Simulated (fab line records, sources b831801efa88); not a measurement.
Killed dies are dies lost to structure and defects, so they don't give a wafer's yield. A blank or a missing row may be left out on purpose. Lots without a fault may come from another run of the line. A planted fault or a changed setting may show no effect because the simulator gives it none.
A struck lot beside a sound one | flow sky130 | 16 steps out of a route of 708
Sound: wafers L751.4, L751.5, L751.6. Struck: wafers L748.2, L748.4, L748.5. The cause comes at the end.
At each step with rows: each side's tool, then ch and its chambers, then its first start. Under that, the readings that differ: sound wafers | struck wafers | difference of the means | sigmas: that difference in standard deviations of wafers without a fault.
alike: readings whose means differ by less than 2 such deviations, and words and numbers that are the same on both sides. not compared: withheld readings, readings that some wafer has no value for, bounds like >300 that may hide the same value, and numbers for which the record gives no deviation and whose values overlap.
The two part at a step that has a row with sigmas, a row that says differs or no value, or rows on one side only. Numbers that don't overlap but have no deviation are shown without sigmas and don't part them. A reading that every wafer of one side lacks parts them only if that side has two wafers or more.

first, 2 steps without rows for these wafers: SKY_VT_ADJUST_PCH_PEB_05; SKY_VT_ADJUST_PCH_DEVELOP_06 (develop time 60 s).
SKY_VT_ADJUST_PCH_OVL_MEAS_07:
  sound on overlay-01, day 16 17:59; struck on overlay-01, day 15 11:56
  reading                | sound         | struck      | difference | sigmas
  VT_ADJUST_PCH_OVL (nm) | -3.0 -1.3 1.0 | 2.2 2.9 2.2 | +3.5       | +3
then, 1 step without rows for these wafers: SKY_VT_ADJUST_PCH_IMPLANT_08.
SKY_VT_ADJUST_PCH_STRIP_09: strips in O2/N2.
  sound on plasma_asher-01 ch 0,1, day 16 18:11; struck on plasma_asher-04 ch 0,1, day 15 12:07
  reading                     | sound          | struck         | difference | sigmas
  drypump_motor_current_A (A) | 6.28 6.45 6.32 | 5.56 5.95 5.57 | -0.66      | -2
  alike: n2_flow_sccm, oes_product_au, strip_time_to_endpoint_s
  not compared: rf_hours_counter_h
SKY_VT_ADJUST_PCH_TW_MEAS_10:
  sound on film_metro-02, day 16 18:17; struck on film_metro-04, day 15 12:14
  alike: VT_ADJUST_PCH_TW
then, 6 steps without rows for these wafers: SKY_SONOS_TUNNEL_DEHYDRATE_00 (time 60 s); SKY_SONOS_TUNNEL_HMDS_01 (prime time 60 s); SKY_SONOS_TUNNEL_COAT_02 (resist thk 1140 nm); SKY_SONOS_TUNNEL_SOFTBAKE_03 (time 60 s); SKY_SONOS_TUNNEL_EXPOSE_04 (exposes mask TUNM, target cd 410 nm); SKY_SONOS_TUNNEL_PEB_05.
SKY_SONOS_TUNNEL_DEVELOP_06: develop time 60 s.
  sound on litho_track-03 ch 0, day 17 23:43; struck on litho_track-02 ch 0, day 16 15:28
  reading              | sound             | struck            | difference | sigmas
  developer_temp_C (C) | 22.84 22.96 22.94 | 20.74 20.60 20.68 | -2.24      | -24
SKY_SONOS_TUNNEL_CD_MEAS_07: target cd 410 nm.
  sound on cd_sem-02, day 17 23:50; struck on cd_sem-02, day 16 15:37
  reading    | sound             | struck            | difference | sigmas
  cd_nm (nm) | 409.5 410.8 409.8 | 413.0 415.6 414.8 | +4.4       | +2
SKY_SONOS_TUNNEL_OVL_MEAS_08:
  sound on overlay-02, day 17 23:55; struck on overlay-01, day 16 15:43
  alike: SONOS_TUNNEL_OVL
SKY_PAD_OPEN_PROBE_99:
  the record has rows for the sound wafers here (prober-02, day 50 08:46) and none for the struck ones

WHERE THEY PART
First at SKY_VT_ADJUST_PCH_OVL_MEAS_07; last, within this record, at SKY_PAD_OPEN_PROBE_99.

WHY: what the simulator had put in
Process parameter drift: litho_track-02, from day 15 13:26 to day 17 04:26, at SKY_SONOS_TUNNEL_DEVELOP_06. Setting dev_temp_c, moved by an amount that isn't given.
